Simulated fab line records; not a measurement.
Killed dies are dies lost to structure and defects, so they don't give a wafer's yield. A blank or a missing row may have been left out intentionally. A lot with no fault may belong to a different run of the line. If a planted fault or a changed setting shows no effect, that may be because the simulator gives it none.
Which tool is to blame? -- flow sky130 -- 30 wafers from 10 lots sampled at 4 of the route's 708 steps

## WHAT EACH GAUGE READ, for each wafer
SKY_METAL1_CD_MEAS_15: target cd 140 nm.
lot,measured,on,cd-nm (nm)
L694,day 32 23:32,cd-sem-02,139.3 140.4 140.1
L696,day 33 06:28,cd-sem-01,139.3 139.7 139.2
L701,day 34 23:36,cd-sem-02,140.4 139.6 141.5
L709,day 37 09:27,cd-sem-01,138.9 139.4 136.8
L711,day 38 15:45,cd-sem-01,135.8 137.0 138.0
L713,day 38 16:40,cd-sem-02,138.7 140.8 140.7
L714,day 38 20:43,cd-sem-01,137.7 136.8 137.4
L715,day 39 08:09,cd-sem-02,138.7 138.1 138.2

## WHAT TOOL EACH LOT RAN ON (gives the tool, then ch and the chambers of the sampled wafers, and finally the start)
lot,SKY_CONTACT_ETCH_16,SKY_CONTACT_ETCH_17,SKY_CONTACT_ETCH_18
L694,"rie-diel-04 ch 0,1,2, day 31 19:00","rie-diel-04 ch 0,1,2, day 31 19:03","rie-diel-04 ch 0,1,2, day 32 23:32 or earlier"
L696,"rie-diel-01 ch 0,1,3, day 32 01:56","rie-diel-01 ch 0,1,3, day 32 01:58","rie-diel-01 ch 0,1,3, day 33 06:28 or earlier"
L701,"rie-diel-04 ch 1,2,3, day 33 19:32","rie-diel-04 ch 1,2,3, day 33 19:34","rie-diel-04 ch 1,2,3, day 34 23:36 or earlier"
L703,"rie-diel-04 ch 1,2, day 34 14:59","rie-diel-04 ch 1,2, day 34 15:02","rie-diel-04 ch 1,2, day 48 01:28 or earlier"
L705,"rie-diel-01 ch 2,3, day 34 21:38","rie-diel-01 ch 2,3, day 34 21:40","rie-diel-01 ch 2,3, day 48 05:21 or earlier"
L709,"rie-diel-01 ch 0,3, day 36 06:02","rie-diel-01 ch 0,3, day 36 06:04","rie-diel-01 ch 0,3, day 37 09:27 or earlier"
L711,"rie-diel-04 ch 0,1,2, day 37 12:45","rie-diel-04 ch 0,1,2, day 37 12:48","rie-diel-04 ch 0,1,2, day 38 15:45 or earlier"
L713,"rie-diel-04 ch 1,3, day 37 14:00","rie-diel-04 ch 1,3, day 37 14:03","rie-diel-04 ch 1,3, day 38 16:40 or earlier"
L714,"rie-diel-01 ch 0,1,2, day 37 17:48","rie-diel-01 ch 0,1,2, day 37 17:51","rie-diel-01 ch 0,1,2, day 38 20:43 or earlier"
L715,"rie-diel-02 ch 0,1,3, day 38 06:17","rie-diel-02 ch 0,1,3, day 38 06:19","rie-diel-02 ch 0,1,3, day 39 08:09 or earlier"
- SKY_CONTACT_ETCH_16: etches BARC in N2/H2, stops on SiO2, time 45.9 s, target depth 60 nm.
- SKY_CONTACT_ETCH_17: etches SiO2 in C4F8/O2/Ar, stops on Si3N4, target depth 340 nm.
- SKY_CONTACT_ETCH_18: etches Si3N4 in CHF3/O2, stops on TiN, time 39 s, target depth 75 nm.

## WHAT THE TOOLS THEMSELVES READ (means of the sampled wafers that have a number; where no wafer has one, the mark that the record gives instead)
SKY_CONTACT_ETCH_16.
lot,tool,bias-w (W),chamber-pressure-mTorr (mTorr),drypump-motor-current-A (A),oes-product-au (a.u.),throttle-valve-pct (%)
L694,rie-diel-04,99.90,29.975,5.2,0.854,13.228
L696,rie-diel-01,99.93,30.015,5.6,0.853,13.228
L701,rie-diel-04,99.95,30.004,5.3,0.855,13.226
L703,rie-diel-04,-,-,-,-,-
L705,rie-diel-01,-,-,-,-,-
L709,rie-diel-01,100.11,30.004,5.7,0.855,13.224
L711,rie-diel-04,99.85,29.971,5.2,0.855,13.228
L713,rie-diel-04,100.32,29.996,5.3,0.850,13.228
L714,rie-diel-01,100.02,30.007,5.7,0.859,13.228
L715,rie-diel-02,100.01,29.983,5.9,0.854,13.230

SKY_CONTACT_ETCH_17.
lot,tool,bias-w (W),chamber-pressure-mTorr (mTorr),oes-product-au (a.u.)
L694,rie-diel-04,1199,40.00,0.894
L696,rie-diel-01,1200,40.03,0.893
L701,rie-diel-04,1201,40.04,0.889
L703,rie-diel-04,1199,39.99,0.377
L705,rie-diel-01,1201,39.99,0.372
L709,rie-diel-01,1195,40.01,0.890
L711,rie-diel-04,1203,40.02,0.895
L713,rie-diel-04,1198,39.99,0.894
L714,rie-diel-01,1198,39.96,0.887
L715,rie-diel-02,1198,40.05,0.888

SKY_CONTACT_ETCH_18.
lot,tool,O2_flow_sccm (sccm),bias-w (W),drypump-motor-current-A (A),oes-product-au (a.u.),throttle-valve-pct (%)
L694,rie-diel-04,5.016,199.9,5.2,0.856,8.791
L696,rie-diel-01,5.001,199.7,5.6,0.853,8.796
L701,rie-diel-04,5.003,200.5,5.2,0.855,8.792
L703,rie-diel-04,4.993,200.4,5.3,0.377,8.679
L705,rie-diel-01,4.995,200.0,5.9,0.376,8.671
L709,rie-diel-01,4.998,199.4,5.7,0.858,8.784
L711,rie-diel-04,5.016,200.1,5.2,0.854,8.791
L713,rie-diel-04,5.011,200.3,5.2,0.862,8.793
L714,rie-diel-01,4.993,199.9,5.7,0.858,8.788
L715,rie-diel-02,4.984,199.5,5.8,0.846,8.786

## THE ANSWER, worked out from the rows above alone
Rule: usual is defined by the lots themselves. The widest of any qualifying gaps counts: lots, ordered by their means at a reading, are off when they make up no more than a third of the lots, leave a main group of 4 or more, and stand apart from it by 3 or more times the standard deviation of that group's means. If all means in a main group match to the digits the tables above print for the reading, that group is not used. A lot without any number at a reading at which 4 lots or more have one is off too. Any other lot the step has rows for is counted as sound. Order of review: gauges by route order, followed by the tools' own readings, for which a lot's mean as printed above is used. The first step at which some lot is off is used, and at that step the reading that is off furthest; a lot without a number counts as furthest.
Off: L703, L705 (SKY_CONTACT_ETCH_16, bias-w). Without a number there: L703, L705. Main group: mean 100.01 W, sd 0.14.
If a tool, at that step or one of the process steps before it, ran each lot that is off and ran no sound lot following the first of them, it fits. Not one of the candidates tried fits.

## WHAT THE SIMULATOR PUT IN
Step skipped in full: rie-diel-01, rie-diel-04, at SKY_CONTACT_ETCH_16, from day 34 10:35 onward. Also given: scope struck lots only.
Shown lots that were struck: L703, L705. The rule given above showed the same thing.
